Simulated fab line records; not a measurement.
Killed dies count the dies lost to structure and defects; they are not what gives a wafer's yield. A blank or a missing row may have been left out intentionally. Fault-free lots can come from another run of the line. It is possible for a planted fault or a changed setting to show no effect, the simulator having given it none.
Code-filled problem report in 8D (eight disciplines) form ; flow sky130 ; the parts of the form that need people (team, actions taken, sign-off) are left out

## 1. THE ISSUE
Across 6 wafers from 2 lots, NWELL_RS at SKY_NWELL_RS_MEAS_29 averages 668.5 ohm/sq, while fault-free wafers read 624.8 ohm/sq with a standard deviation of 1.5. That is +29 standard deviations from the usual mean.
The step: measures by four-point-probe.
Seen first at day 7 20:16 on film-metro-01, wafer L981.1. The record holds 42 wafers of 14 lots with a number at this step. By rule, "out" or "out of limits" means more than 4 standard deviations away from the usual mean. The rest of the wafers with a number are treated as sound.

## 2. WHAT THIS IS AND IS NOT
question;is;is not
which readings at this step;NWELL_RS;-
which lots;L981, L982;L972, L973, L974, L975, L978, L979, L980, L986, L990, L992, L993, L994
which wafers of those lots;all that have a number;-
read on which gauges;film-metro-01, film-metro-02;film-metro-03
when;from day 7 20:16;"up to then (21 sound wafers); but 15 sound wafers of L986, L990, L992, L993, L994 came after"

## 3. SUSPECTS, AND WHAT RULES EACH OUT
Counting: a tool at any process step up to the reading remains a suspect when it ran all the lots that are out and ran no sound lot after the first of those.
- ruled out: the gauge at SKY_NWELL_RS_MEAS_29. 2 gauges (film-metro-01, film-metro-02) read the wafers that are out.
- rie-diel-03 at SKY_FIELD_ISO_ETCH_14 (etches BARC in N2/H2, stops on SiO2, time 45.9 s, target depth 60 nm): ruled out as a lasting fault. After its first lot that is out, L981 (day 4 09:15), sound lots L990, L993 ran on it.
- implanter-03 at SKY_NWELL_IMPLANT_12: ruled out as a lasting fault. After its first lot that is out, L981 (day 6 23:40), sound lots L986, L992, L994 ran on it.
Left after counting: nothing in the record.

## 4. THE CAUSE (what the simulator had put in)
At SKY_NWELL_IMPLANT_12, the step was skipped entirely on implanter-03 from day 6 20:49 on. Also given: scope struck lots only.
It was ruled out by counting, in error; the rule expects a fault to strike all lots run on its tool from its start on, and this fault did not.

## 5. SEQUENCE OF EFFECTS, ordered by route
Each row: a reading whose mean over the struck wafers that have a number lies more than 3 standard deviations from the usual. Only readings whose record carries a usual standard deviation are examined. hours: median over the lots of the time between each lot's start at the first step of this table that gives one and its start at this step. sigmas: the change, counted in usual standard deviations.
hours;step;reading;usual;on struck wafers;change;sigmas
0;SKY_NWELL_RS_MEAS_29;NWELL_RS;624.8 ohm/sq;668.5;+43.7;+29
Readings that are blank on the struck wafers while sound wafers have them: beam-energy-keV at SKY_NWELL_IMPLANT_12; beam-on-s at SKY_NWELL_IMPLANT_12.

## 6. WHAT WOULD HAVE CAUGHT IT SOONER
Counted from the fault's start at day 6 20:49, it took 23 hours until the first out-of-limits reading at a measuring or inspecting step in this record, taken at day 7 20:16.
At SKY_NWELL_IMPLANT_12 the tool's readings are blank on the struck wafers, where sound wafers have them: an empty tool record is the first sign, and it was there at once.
